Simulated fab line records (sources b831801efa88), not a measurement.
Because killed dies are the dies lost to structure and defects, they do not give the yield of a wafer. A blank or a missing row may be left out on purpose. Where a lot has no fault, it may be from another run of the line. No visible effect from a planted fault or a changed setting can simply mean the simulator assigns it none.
Check for tools in common -- flow gf180mcu -- Sample size 13 lots and 39 wafers

== THE REASON FOR OPENING IT ==
Of 13 lots, 3 have the reading MVPSD_RS flagged at GF_VT_IMPLANT_RS_MEAS_49. Fault-free wafers read 1172.4 ohm/sq, with a standard deviation of 2.7.
Rule: flag the lot when none of its wafers has a number, or when each of its wafers that has one lies beyond 4 standard deviations from that mean. All remaining lots are regarded as sound.

lot,measured,on,"MVPSD_RS (ohm/sq), wafer by wafer",flag
L490,day 7 21:05,film-metro-04,1173.3 1173.0 1174.8,
L491,day 8 04:38,film-metro-04,1168.4 1169.3 1169.2,
L492,day 8 10:58,film-metro-04,1166.6 1167.2 1169.6,
L494,day 8 20:56,film-metro-03,1173.0 1170.8 1171.5,
L495,day 9 08:46,film-metro-03,1173.9 1168.7 1173.8,
L497,day 9 21:46,film-metro-04,1151.3 1147.6 1149.5,FLAGGED
L498,day 10 00:53,film-metro-03,1145.2 1148.5 1151.0,FLAGGED
L500,day 10 15:57,film-metro-04,1173.8 1173.6 1173.0,
L504,day 11 19:55,film-metro-04,1150.7 1149.9 1149.3,FLAGGED
L506,day 12 08:06,film-metro-01,1173.1 1172.3 1171.6,
L508,day 13 00:23,film-metro-04,1171.3 1172.4 1171.4,
L511,day 13 15:55,film-metro-01,1174.2 1172.6 1168.8,
L512,day 14 02:35,film-metro-04,1174.1 1171.2 1175.0,
The mean of the flagged lots' numbers is 1149.2 ohm/sq, -23.2 ohm/sq from the usual (-9 standard deviations).

== WHICH TOOL EACH LOT WENT THROUGH ==
The record holds 1 process step before the reading, out of a route of 602 steps. Read each cell as the tool, then ch plus the chambers that the sampled wafers visited, then the start.
lot,flag,GF_MVPSD_IMPLANT_08
L490,,"implanter-02 ch 0, day 5 06:42"
L491,,"implanter-02 ch 0, day 5 14:04"
L492,,"implanter-01 ch 0, day 5 18:31"
L494,,"implanter-03 ch 0, day 6 03:51"
L495,,"implanter-03 ch 0, day 6 15:12"
L497,FLAGGED,"implanter-03 ch 0, day 7 02:05"
L498,FLAGGED,"implanter-03 ch 0, day 7 05:40"
L500,,"implanter-01 ch 0, day 7 18:43"
L504,FLAGGED,"implanter-03 ch 0, day 8 19:28"
L506,,"implanter-02 ch 0, day 9 08:01"
L508,,"implanter-02 ch 0, day 9 19:58"
L511,,"implanter-02 ch 0, day 10 10:36"
L512,,"implanter-01 ch 0, day 10 20:16"
What is done by these steps:
- GF_MVPSD_IMPLANT_08
- GF_VT_IMPLANT_RS_MEAS_49: measures by four-point-probe.

== FLAGGED AGAINST TOTAL, ONE TOOL AT A TIME (gauges that did the reading follow at the end) ==
step,tool,lots run,flagged,share of the flagged lots,sound lots run after its first flagged lot
GF_MVPSD_IMPLANT_08,implanter-01,3,0,none,-
GF_MVPSD_IMPLANT_08,implanter-02,5,0,none,-
GF_MVPSD_IMPLANT_08,implanter-03,5,3,all,0
GF_VT_IMPLANT_RS_MEAS_49,film-metro-01,2,0,none,-
GF_VT_IMPLANT_RS_MEAS_49,film-metro-03,3,1,some,0
GF_VT_IMPLANT_RS_MEAS_49,film-metro-04,8,2,some,"3 (L500,L508,L512)"

== THE TABLE: WHAT IT ALLOWS ==
1 row of the table ran every flagged lot: implanter-03 at GF_MVPSD_IMPLANT_08.
- implanter-03 at GF_MVPSD_IMPLANT_08: 3 of its 5 lots flagged. It ran its last sound lot, L495, at day 6 15:12 and its first flagged lot, L497, at day 7 02:05: a fault with its onset between the two fits. Its own readings (dose-ions-cm2) fall more than 4 standard deviations out on all wafers of the flagged lots.
One tool is left: implanter-03 at GF_MVPSD_IMPLANT_08.

== WHAT THE SIMULATOR HAD PUT IN ==
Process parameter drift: implanter-03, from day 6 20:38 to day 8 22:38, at GF_MVPSD_IMPLANT_08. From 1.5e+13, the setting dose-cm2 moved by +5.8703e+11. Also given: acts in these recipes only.
Shown lots that were struck: L497, L498, L504. The rule above reached the same finding.
